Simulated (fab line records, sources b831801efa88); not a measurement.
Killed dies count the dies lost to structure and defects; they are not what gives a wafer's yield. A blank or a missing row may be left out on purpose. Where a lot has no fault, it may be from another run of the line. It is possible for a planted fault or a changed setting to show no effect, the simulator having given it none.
Which tool was responsible? / flow sky130 / 36 wafers sampled from 12 lots at 1 step of a route of 708

== WHAT EACH GAUGE READ, for each wafer ==
SKY_VIA3_RS_MEAS_22: the measuring method here is four-point-probe.
lot=L677; measured=day 40 12:52; on=film metro-01; VIA3_W_RS (ohm/sq)=0.292 0.297 0.297
lot=L679; measured=day 40 19:25; on=film metro-03; VIA3_W_RS (ohm/sq)=0.296 0.298 0.294
lot=L680; measured=day 41 06:58; on=film metro-04; VIA3_W_RS (ohm/sq)=0.297 0.299 0.300
lot=L681; measured=day 41 10:17; on=film metro-04; VIA3_W_RS (ohm/sq)=0.294 0.293 0.295
lot=L683; measured=day 42 05:04; on=film metro-04; VIA3_W_RS (ohm/sq)=0.290 0.295 0.292
lot=L684; measured=day 42 07:33; on=film metro-01; VIA3_W_RS (ohm/sq)=0.300 0.298 0.302
lot=L690; measured=day 44 00:04; on=film metro-01; VIA3_W_RS (ohm/sq)=0.300 0.292 0.294
lot=L691; measured=day 44 07:23; on=film metro-04; VIA3_W_RS (ohm/sq)=0.289 0.295 0.291
lot=L693; measured=day 44 19:28; on=film metro-03; VIA3_W_RS (ohm/sq)=0.296 0.293 0.295
lot=L696; measured=day 45 13:26; on=film metro-03; VIA3_W_RS (ohm/sq)=0.288 0.290 0.290
lot=L699; measured=day 46 11:13; on=film metro-01; VIA3_W_RS (ohm/sq)=0.297 0.297 0.293
lot=L698; measured=day 46 16:14; on=film metro-01; VIA3_W_RS (ohm/sq)=0.292 0.294 0.294

== WHAT TOOL EACH LOT RAN ON (gives the tool, then ch and the chambers of the sampled wafers, and finally the start) ==
The record shows no process step preceding these readings.

== WHAT THE TOOLS THEMSELVES READ (means of the sampled wafers that have a number; where no wafer has one, the mark that the record gives instead) ==
The record holds no such reading with a usual standard deviation.

== THE ANSWER, worked out from the rows above alone ==
Rule: what is usual is taken from the lots themselves. Put in order of their means at a reading, lots are off if they are a third of the lots or fewer, leave a main group of 4 or more, and stand apart from it by a gap of 3 or more times the standard deviation of the main group's means; of several such gaps the widest counts. A main group whose means are all the same, to the digits that the tables above print for the reading, isn't used. Also off: a lot with no number at a reading for which 4 or more lots have one. All remaining lots with rows at the step are treated as sound. First the gauges in route order, then the tools' own readings, where a lot's mean is used as printed above. The first step at which some lot is off is used, and at that step the reading that is off furthest; a lot without a number counts as furthest.
None of the lots is off at any reading shown; this tells nothing.

== WHAT THE SIMULATOR HAD INSERTED ==
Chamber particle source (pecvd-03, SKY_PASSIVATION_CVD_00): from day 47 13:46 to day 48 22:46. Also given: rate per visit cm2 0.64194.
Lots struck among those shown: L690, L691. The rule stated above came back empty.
